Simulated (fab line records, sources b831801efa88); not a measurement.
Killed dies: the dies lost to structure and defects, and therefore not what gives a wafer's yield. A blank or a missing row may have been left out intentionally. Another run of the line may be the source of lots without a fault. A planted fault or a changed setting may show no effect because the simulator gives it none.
fab line records    flow sky130
[record] lots = 12  wafers = 36  last-day = 50
route steps=708 shown FIELD_ISO@24 SONOS_ONO@172 SD_N@349
lots untouched by any fault: they come from a run of this same line in which no faults occurred
start-h: start of the lot's first displayed wafer, in hours after the record's first day    wait-h: how many hours have passed since the lot's step before this one    " as in the row above    L1.1+2: a row that stands for several wafers    - no value, or no start given    * or withheld: withheld    < > ~ a bound
route shown NAME@n: names a module that has steps shown in the file, with the first one's number in the route    usual: average and standard deviation across the fault-free wafers    same: alike in all rows    chamber/n: place in a boat    sites: per-site readings    _std_site: the values' standard deviation    _edge_site: mean of outer sites minus mean of inner sites    radius-mm: for every site, how far away it sits from the centre of the wafer    mask NAME#n: copy n    behind: the last tool/chamber to shape the wafer    hold: reason for holding the lot/hours on hold/outcome of the hold    device: the transistor (n, p or np) that didn't switch    end of line: tests run on the same wafers once the route is complete    where a step has no rows: the recipe by itself    killed: the dies lost at the first sort to structure and to defects; this is not the yield of the wafer    map: a wafer's dies, x killed, . not, _ none there
set.NAME: setting as actually run; set.NAME@STEP: the setting as run at that earlier step    model.NAME: the simulator's own value behind a step, which no gauge read
route steps across a sampled set of lots; one table per step, one row per wafer
services: from which hour (start-h, from the record's first day; less than 0 if before it) a tool's chamber was out of use, for how many hours, and why
[[steps]]
[step SKY_FIELD_ISO_THK_MEAS_23]
[recipe] reads = SiO2_of_FIELD_ISO_OXIDATION_22
[usual] FIELD_ISO_OXIDATION_01_THK = 9.98/0.19
lot.wafer  tool           chamber  start-h  wait-h  FIELD_ISO_OXIDATION_01_THK[nm]
L987.1     film-metro-01  -        35.35    0.0     9.68
L987.2     "              -        "        "       9.57
L987.3     "              -        "        "       9.42
L989.2     film-metro-02  -        46.13    0.0     9.85
L989.4     "              -        "        "       9.78
L989.6     "              -        "        "       9.85
L990.2     film-metro-04  -        52.87    0.0     9.83
L990.5     "              -        "        "       9.74
L990.6     "              -        "        "       9.72
L992.1     film-metro-04  -        62.42    0.0     9.94
L992.4     "              -        "        "       10.01
L992.5     "              -        "        "       9.93
L994.2     film-metro-02  -        73.21    0.0     10.00
L994.5     "              -        "        "       9.99
L994.6     "              -        "        "       9.96
L995.1     film-metro-04  -        77.81    0.0     10.12
L995.3     "              -        "        "       10.05
L995.4     "              -        "        "       10.18
L997.3     film-metro-04  -        90.41    0.0     10.30
L997.4     "              -        "        "       10.07
L997.6     "              -        "        "       10.29
L998.1     film-metro-01  -        99.07    0.0     10.19
L998.2     "              -        "        "       10.30
L998.5     "              -        "        "       10.31
L100.1     film-metro-04  -        105.90   0.0     10.27
L100.4     "              -        "        "       10.19
L100.5     "              -        "        "       10.26
L106.3     film-metro-02  -        134.99   0.0     10.13
L106.5     "              -        "        "       9.98
L106.6     "              -        "        "       10.29
L107.3     film-metro-02  -        141.10   0.0     10.28
L107.4     "              -        "        "       10.24
L107.6     "              -        "        "       10.11
L108.1     film-metro-01  -        145.98   0.0     9.81
L108.2     "              -        "        "       9.76
L108.3     "              -        "        "       9.83
[step SKY_SONOS_ONO_CVD_04]
[recipe] material = SiO2  precursor = SiH4/N2O  target-thk-nm = 5.7199  temp-c = 900  pressure-mtorr = 400
[usual] spike-tc-lower-C = 902.3/1.1  zone-power-bottom-pct = 30/3.2
lot.wafer  tool      chamber  start-h  wait-h  spike-tc-lower-C  zone-power-bottom-pct
L987.1     lpcvd-03  0        258.49   0.1     902.3             32
L987.2     "         0        "        "       902.8             32
L987.3     "         0        "        "       903.5             32
L989.2     lpcvd-03  0        280.95   0.0     902.6             32
L989.4     "         0        "        "       903.6             32
L989.6     "         0        "        "       900.6             32
L990.2     lpcvd-03  0        292.65   0.7     902.2             32
L990.5     "         0        "        "       901.8             32
L990.6     "         0        "        "       901.7             31
L992.1     lpcvd-03  1        308.06   0.1     902.9             26
L992.4     "         1        "        "       901.4             25
L992.5     "         1        "        "       900.0             25
L994.2     lpcvd-03  0        318.60   0.0     900.9             32
L994.5     "         0        "        "       904.4             31
L994.6     "         0        "        "       902.6             32
L995.1     lpcvd-03  0        327.60   0.1     901.4             32
L995.3     "         0        "        "       903.3             32
L995.4     "         0        "        "       903.4             32
L997.3     lpcvd-03  0        355.42   0.0     902.8             32
L997.4     "         0        "        "       902.3             32
L997.6     "         0        "        "       903.8             32
L998.1     lpcvd-03  0        365.73   0.1     901.4             32
L998.2     "         0        "        "       902.0             32
L998.5     "         0        "        "       902.9             32
L100.1     lpcvd-03  0        398.21   23.2    904.1             32
L100.4     "         0        "        "       902.8             32
L100.5     "         0        "        "       904.7             32
L106.3     lpcvd-03  1        416.96   0.0     902.8             25
L106.5     "         1        "        "       901.5             25
L106.6     "         1        "        "       901.6             25
L107.3     lpcvd-03  1        425.84   0.0     900.6             25
L107.4     "         1        "        "       901.8             26
L107.6     "         1        "        "       902.1             25
L108.1     lpcvd-03  0        437.88   0.1     904.4             32
L108.2     "         0        "        "       902.0             33
L108.3     "         0        "        "       903.2             31
[step SKY_SONOS_ONO_THK_MEAS_05]
[recipe] reads = SiO2_of_SONOS_ONO_CVD_04
[usual] SONOS_ONO_CVD_04_THK = 5.73/0.11
lot.wafer  tool           chamber  start-h  wait-h  SONOS_ONO_CVD_04_THK[nm]
L987.1     film-metro-01  -        259.74   0.0     5.66
L987.2     "              -        "        "       5.55
L987.3     "              -        "        "       5.55
L989.2     film-metro-02  -        282.21   0.0     5.73
L989.4     "              -        "        "       5.69
L989.6     "              -        "        "       5.82
L990.2     film-metro-01  -        293.91   0.0     5.85
L990.5     "              -        "        "       5.81
L990.6     "              -        "        "       5.76
L992.1     film-metro-04  -        309.31   0.0     5.70
L992.4     "              -        "        "       5.79
L992.5     "              -        "        "       5.74
L994.2     film-metro-04  -        319.86   0.0     5.72
L994.5     "              -        "        "       5.74
L994.6     "              -        "        "       5.83
L995.1     film-metro-04  -        328.85   0.0     5.68
L995.3     "              -        "        "       5.77
L995.4     "              -        "        "       5.69
L997.3     film-metro-04  -        356.69   0.0     5.94
L997.4     "              -        "        "       5.97
L997.6     "              -        "        "       5.94
L998.1     film-metro-01  -        366.98   0.0     5.62
L998.2     "              -        "        "       5.73
L998.5     "              -        "        "       5.78
L100.1     film-metro-02  -        399.46   0.0     5.63
L100.4     "              -        "        "       5.56
L100.5     "              -        "        "       5.68
L106.3     film-metro-04  -        418.23   0.0     7.59
L106.5     "              -        "        "       7.58
L106.6     "              -        "        "       7.45
L107.3     film-metro-04  -        427.11   0.0     7.77
L107.4     "              -        "        "       7.66
L107.6     "              -        "        "       7.50
L108.1     film-metro-04  -        439.76   0.0     7.47
L108.2     "              -        "        "       7.42
L108.3     "              -        "        "       7.44
[step SKY_SONOS_ONO_ETCH_15]
[recipe] target-depth-nm = 19.52  chemistry = CHF3/O2  source-w = 600  bias-w = 200  pressure-mtorr = 40  chf3-flow-sccm = 50  O2_flow_sccm = 5  time-s = 7.8
[usual] drypump-motor-current-A = 5.7/0.41  oes-product-au = 0.999/0.0089  throttle-valve-pct = 8.823/0.0087
lot.wafer  tool         chamber  start-h  wait-h  drypump-motor-current-A  oes-product-au  rf-hours-counter-h  throttle-valve-pct
L987.1     rie-diel-04  2        285.18   0.0     5.3                      0.990           3                   8.825
L987.2     "            1        "        "       5.7                      0.992           126                 8.828
L987.3     "            0        "        "       5.0                      0.994           5                   8.830
L989.2     rie-diel-02  2        308.18   0.0     6.2                      0.996           96                  8.822
L989.4     "            3        "        "       6.0                      1.006           1                   8.822
L989.6     "            2        "        "       6.2                      0.986           -                   8.822
L990.2     rie-diel-02  0        319.25   0.0     5.9                      1.018           72                  8.821
L990.5     "            0        "        "       5.9                      1.015           -                   8.823
L990.6     "            1        "        "       5.4                      1.004           -                   8.809
L992.1     rie-diel-01  3        335.23   0.0     5.3                      0.982           3                   8.810
L992.4     "            0        "        "       5.5                      0.997           1                   8.832
L992.5     "            2        "        "       6.3                      0.985           -                   8.814
L994.2     rie-diel-01  2        346.63   0.0     6.3                      0.997           10                  8.826
L994.5     "            3        "        "       5.3                      0.994           -                   8.828
L994.6     "            0        "        "       5.5                      0.995           -                   8.824
L995.1     rie-diel-02  3        355.95   0.0     6.0                      1.003           2                   8.827
L995.3     "            2        "        "       6.3                      1.008           97                  8.828
L995.4     "            0        "        "       5.9                      0.995           73                  8.838
L997.3     rie-diel-01  0        385.03   0.0     5.5                      1.006           1                   8.844
L997.4     "            3        "        "       5.3                      0.992           4                   8.828
L997.6     "            1        "        "       5.7                      1.020           -                   8.830
L998.1     rie-diel-02  0        394.42   0.0     5.9                      1.009           73                  8.808
L998.2     "            3        "        "       6.0                      1.000           3                   8.815
L998.5     "            3        "        "       6.0                      1.001           -                   8.820
L100.1     rie-diel-02  0        429.83   0.0     5.9                      1.007           73                  8.828
L100.4     "            3        "        "       6.0                      1.005           3                   8.820
L100.5     "            0        "        "       5.9                      1.003           -                   8.832
L106.3     rie-diel-01  2        448.99   0.0     6.3                      1.000           12                  8.817
L106.5     "            3        "        "       5.3                      0.994           -                   8.821
L106.6     "            0        "        "       5.5                      1.007           -                   8.818
L107.3     rie-diel-01  2        457.39   0.0     6.3                      0.996           12                  8.819
L107.4     "            3        "        "       5.3                      0.997           5                   8.825
L107.6     "            0        "        "       5.5                      0.996           -                   8.829
L108.1     rie-diel-01  1        470.78   0.0     5.8                      1.018           4                   8.831
L108.2     "            3        "        "       5.3                      0.990           5                   8.803
L108.3     "            2        "        "       6.3                      0.989           12                  8.835
[step SKY_SD_N_CD_MEAS_07]
[recipe] target-cd-nm = 380
[usual] cd-nm = 380.2/2.4
lot.wafer  tool       chamber  start-h  wait-h  cd-nm
L987.1     cd-sem-01  -        653.67   0.1     378.8
L987.2     "          -        "        "       377.0
L987.3     "          -        "        "       376.0
L989.2     cd-sem-01  -        673.99   0.1     381.6
L989.4     "          -        "        "       382.2
L989.6     "          -        "        "       383.0
L990.2     cd-sem-02  -        683.91   0.1     380.9
L990.5     "          -        "        "       378.6
L990.6     "          -        "        "       379.5
L992.1     cd-sem-01  -        706.02   0.1     378.5
L992.4     "          -        "        "       379.7
L992.5     "          -        "        "       379.7
L994.2     cd-sem-02  -        716.81   0.1     376.3
L994.5     "          -        "        "       378.9
L994.6     "          -        "        "       376.6
L995.1     cd-sem-02  -        720.07   0.1     377.8
L995.3     "          -        "        "       379.1
L995.4     "          -        "        "       380.2
L997.3     cd-sem-02  -        751.66   0.1     382.9
L997.4     "          -        "        "       383.7
L997.6     "          -        "        "       383.5
L998.1     cd-sem-01  -        758.25   0.2     382.3
L998.2     "          -        "        "       385.2
L998.5     "          -        "        "       382.6
L100.1     cd-sem-02  -        793.12   0.1     382.0
L100.4     "          -        "        "       383.1
L100.5     "          -        "        "       382.6
L106.3     cd-sem-01  -        805.61   0.1     378.4
L106.5     "          -        "        "       381.1
L106.6     "          -        "        "       380.0
L107.3     cd-sem-02  -        810.78   0.1     382.3
L107.4     "          -        "        "       382.2
L107.6     "          -        "        "       380.5
L108.1     cd-sem-01  -        826.79   0.1     380.7
L108.2     "          -        "        "       380.9
L108.3     "          -        "        "       382.3
[[services]]
tool         chamber  start-h  hours  kind
rie-diel-02  1        249.78   -      clean
rie-diel-02  1        249.78   17.3   scheduled-down
rie-diel-02  1        249.78   17.3   vent-cycle
rie-diel-01  0        271.28   -      clean
rie-diel-01  0        271.28   23.9   scheduled-down
rie-diel-01  0        271.28   23.9   vent-cycle
lpcvd-03     -        291.35   1.3    repair
rie-diel-04  1        311.08   -      clean
rie-diel-04  1        311.08   25.7   scheduled-down
rie-diel-04  1        311.08   25.7   vent-cycle
rie-diel-04  3        315.35   4.4    repair
rie-diel-04  3        339.30   -      clean
rie-diel-04  3        339.30   22.4   scheduled-down
rie-diel-04  3        339.30   22.4   vent-cycle
lpcvd-03     -        370.11   28.1   pm
rie-diel-02  3        420.57   4.5    repair
rie-diel-02  2        460.53   -      clean
rie-diel-02  2        460.53   24.6   scheduled-down
rie-diel-02  2        460.53   24.6   vent-cycle
[[key]]
[first-sign] step = SKY_SONOS_ONO_THK_MEAS_05  reading = SONOS_ONO_CVD_04_THK  direction = up  sigmas = 17  usual = 5.73  struck = 7.54
effect none on later readings
met-at SKY_SONOS_ONO_CVD_04
struck-lots L106,L107,L108
tester-left-out L106,L107,L108
not-acting-at SKY_FIELD_ISO_THK_MEAS_23,SKY_SONOS_ONO_ETCH_15,SKY_SD_N_CD_MEAS_07
onset-between 398.21 416.96
also-fits time
[fault] kind = process-parameter-drift  tool = lpcvd-03  chamber = -  onset-h = 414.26  steps = SKY_SONOS_ONO_CVD_04  channel = target-thk-nm  offset = 1.8307  shape = step  end-h = 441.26  stated = 5.7199
// tester-left-out: of these lots the tester's yield and bins aren't shown, on N5 and GAA mostly nor the transistor test; their killed dies are dies lost to structure and defects alone, not to doping, threshold or leakage, so they don't give the yield
